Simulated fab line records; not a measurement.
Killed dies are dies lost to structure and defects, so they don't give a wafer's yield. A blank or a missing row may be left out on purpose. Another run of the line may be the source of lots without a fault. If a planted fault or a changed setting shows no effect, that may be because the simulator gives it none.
Problem report in the 8D (eight disciplines) form, filled by code	flow sky130	the parts of the form that need people (team, actions taken, sign-off) are left out

## 1. WHAT WENT WRONG
Mean of run length s at SKY_FIELD_ISO_WET_ETCH_18: 524 s over 3 wafers from 1 lot, against 314 s (standard deviation 3.3) on wafers with no fault. That is +64 standard deviations from the usual mean.
The step: etches Si3N4 in H3PO4, target depth 25 nm, time 286 s.
First observed at day 6 21:43: wafer L517.2, on wet bench-01. At this step, 39 wafers from 13 lots have a number in the record. Rule for "out" (also "out of limits"): further than 4 standard deviations from the usual mean. Any other wafer with a number is counted as sound.

## 2. WHAT IT IS, WHAT IT ISN'T
question	is	is not
which readings at this step	run length s	bath guard temp C
which lots	L517	L498, L499, L500, L501, L502, L503, L504, L505, L509, L510, L514, L519
which wafers of those lots	all that have a number	-
read on which tools	wet bench-01	wet bench-02, wet bench-04
when	from day 6 21:43	up to then (33 sound wafers); but 3 sound wafers of L519 came after

## 3. THE SUSPECTS, EACH WITH WHAT RULES IT OUT
Counting: a tool at any process step up to the reading remains a suspect when it ran all the lots that are out and ran no sound lot after the first of those.
- wet bench-01 at SKY_FIELD_ISO_WET_ETCH_18 (etches Si3N4 in H3PO4, target depth 25 nm, time 286 s): kept. It ran the lot that is out, L517 (day 6 21:43), and no sound lot after that; its last sound lot up to then is L514 (day 6 02:23). Its own readings are out on those wafers: run length s.
Left after counting: wet bench-01 at SKY_FIELD_ISO_WET_ETCH_18.

## 4. THE CAUSE (what the simulator had put in)
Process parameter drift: wet bench-01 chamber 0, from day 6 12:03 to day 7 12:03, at SKY_FIELD_ISO_WET_ETCH_18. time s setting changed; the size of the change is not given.
Only this tool survived the counting.

## 5. THE CHAIN OF EFFECTS, in route order
Each row: a reading whose mean over the struck wafers that have a number lies more than 3 standard deviations from the usual. Readings are gone through only where the record gives a usual standard deviation; hours: the median, over the lots, of the time from a lot's start at the first step in this table giving one to that lot's start at this step; sigmas: the change measured in usual standard deviations.
hours	step	reading	usual	on struck wafers	change	sigmas
0	SKY_FIELD_ISO_WET_ETCH_18	run length s	314 s	524	+210	+64
The process steps in it:
- SKY_FIELD_ISO_WET_ETCH_18: etches Si3N4 in H3PO4, target depth 25 nm, time 286 s.
Later measuring or inspecting steps at which every struck wafer that the step has a row for has a number for every such reading, and none has moved that far: SKY_VIA1_RS_MEAS_22.

## 6. WHAT WOULD HAVE CAUGHT IT SOONER
In this record the first reading out of limits was taken at day 6 21:43, 10 hours after the fault began at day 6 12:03.
